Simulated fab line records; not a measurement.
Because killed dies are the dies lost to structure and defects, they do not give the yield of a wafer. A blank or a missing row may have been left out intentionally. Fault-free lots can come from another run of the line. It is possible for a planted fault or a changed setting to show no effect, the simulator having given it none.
A struck lot beside a sound one -- flow sky130 -- 35 out of 708 route steps
Sound: these wafers, L527.1, L527.3, L527.6. Struck: wafers L521.2, L521.4, L521.6. The cause is given at the end.
At each step with rows: each side's tool, then ch and its chambers, then its first start. Under that, the readings that differ: sound wafers -- struck wafers -- difference of the means -- sigmas: that difference in standard deviations of wafers without a fault.
alike: a reading whose means differ by less than 2 such deviations, as well as words and numbers matching on both sides. not compared: withheld readings; readings where some wafer has no value; bounds like >300 that might hide an equal value; numbers whose values overlap and for which the record gives no deviation.
A row with sigmas, a row that says differs or no value, or rows on one side alone: a step with any of these is where the two part. Numbers that don't overlap but have no deviation are shown without sigmas and don't part them. A reading missing from all wafers of one side parts the sides only when that side holds two or more wafers.

first, 9 steps without rows for these wafers: SKY_METAL4_DESCUM_15 (chemistry O2, time 8 s); SKY_METAL4_ETCH_16 (etches BARC in N2/H2, stops on SiO2, time 88.2 s, target depth 60 nm); SKY_METAL4_ETCH_17 (etches SiO2 in C4F8/O2/Ar, stops on TiN, time 3.9 s, target depth 15 nm); SKY_METAL4_METAL_ETCH_18 (etches the open film in Cl2/BCl3, stops on SiO2, target depth 845 nm, time 183.1 s); SKY_METAL4_STRIP_19 (strips in O2/N2); SKY_METAL4_STRIP_20 (strips in post etch residue remover, time 1200 s); SKY_METAL4_CLEAN_21 (cleans in IPA, time 180 s); SKY_METAL4_CLEAN_22 (cleans in O3/DIW); SKY_VIA4_HDPCVD_00 (deposits SiO2, target thk 1750 nm, time 291.7 s).
SKY_VIA4_CMP_02: polishes SiO2.
  sound on cmp-01 ch 1,3, day 48 02:55; struck on cmp-02 ch 1,2,3, day 47 01:34
reading,sound,struck,difference,sigmas
model.SiO2_of_VIA4_HDPCVD_00.thk_nm (nm),580.7 581.9 580.2,637.7 637.8 638.4,+57.0,
  alike: motor_current_A, platen_rpm
SKY_VIA4_BOW_MEAS_03:
  sound: film_metro-03 at day 48 03:10; struck: film_metro-01 at day 47 02:10
reading,sound,struck,difference,sigmas
VIA4_BOW (um),74 81 69,- - -,no value on the struck wafers,
  not compared: hold
then, 6 steps without rows for these wafers: SKY_VIA4_HMDS_05 (prime time 60 s); SKY_VIA4_COAT_06 (resist thk 1140 nm); SKY_VIA4_SOFTBAKE_07 (time 60 s); SKY_VIA4_EXPOSE_08 (exposes mask VIM4, target cd 800 nm); SKY_VIA4_PEB_09; SKY_VIA4_DEVELOP_10 (develop time 60 s).
SKY_VIA4_ETCH_12: etches SiO2 in C4F8/O2/Ar, stops on TiN, target depth 580 nm.
  sound on rie_diel-03 ch 1,3, day 48 20:59; struck on rie_diel-03 ch 1,2,3, day 47 22:05
reading,sound,struck,difference,sigmas
oes_product_au (a.u.),0.930 0.930 0.921,0.981 0.972 0.968,+0.047,+10
model.etch.depth_nm (nm),580.7 581.9 580.2,637.7 637.8 638.4,+57.0,
model.VIA4.feature_depth_nm (nm),580.7 581.9 580.2,637.7 637.8 638.4,+57.0,
then, 15 steps without rows for these wafers: SKY_VIA4_STRIP_13 (strips in O2/N2); SKY_VIA4_STRIP_14 (strips in post etch residue remover, time 1200 s); SKY_VIA4_CLEAN_15 (cleans in IPA, time 180 s); SKY_VIA4_CLEAN_16 (cleans in O3/DIW); SKY_VIA4_SPUTTER_17 (material TiN, target thk 20 nm, time 80 s); SKY_VIA4_CVD_18 (deposits W, target thk 505 nm, time 152.14 s); SKY_VIA4_CMP_21 (polishes, stops on SiO2, t overpolish 25 s, target thk 0 nm); SKY_METAL5_SPUTTER_00 (material Ti, target thk 15 nm, time 10 s); SKY_METAL5_SPUTTER_01 (material TiN, target thk 20 nm, time 16.7 s); SKY_METAL5_SPUTTER_02 (material AlCu, target thk 1150 nm, time 61.2 s); SKY_METAL5_SPUTTER_03 (material Ti, target thk 5 nm, time 3.3 s); SKY_METAL5_SPUTTER_04 (material TiN, target thk 70 nm, time 57.49 s); SKY_METAL5_DEHYDRATE_07 (time 60 s); SKY_METAL5_HMDS_08 (prime time 60 s); SKY_METAL5_COAT_09 (resist thk 1800 nm).
SKY_METAL5_METAL_ETCH_15: etches the open film in Cl2/BCl3, stops on SiO2, target depth 1260 nm, time 252 s.
  sound on rie_metal-04 ch 0,1, day 49 17:03; struck on rie_metal-03 ch 0,1, day 48 18:57
reading,sound,struck,difference,sigmas
model.SiO2_of_VIA4_HDPCVD_00.thk_nm (nm),550 551.2 549.9,607.1 607.5 608.2,+57.2,
  alike: drypump_motor_current_A, mfc_cl2_sccm, oes_product_au, throttle_valve_pct
  not compared: rf_hours_counter_h
SKY_PAD_OPEN_PROBE_99:
  sound: prober-01 at day 51 05:23; struck: prober-02 at day 50 09:57
reading,sound,struck,difference,sigmas
hold,- - -,await_dispo/1.8h/release await_dispo/1.8h/release await_dispo/1.8h/release,no value on the sound wafers,
model.etest.via4_chain.rc_ohm,0.829 0.8095 0.8044,0.945 0.9495 1.503,+0.318,

WHERE THEY PART
Last at SKY_PAD_OPEN_PROBE_99 as far as this record goes, first at SKY_VIA4_BOW_MEAS_03.

WHY: the cause the simulator had injected
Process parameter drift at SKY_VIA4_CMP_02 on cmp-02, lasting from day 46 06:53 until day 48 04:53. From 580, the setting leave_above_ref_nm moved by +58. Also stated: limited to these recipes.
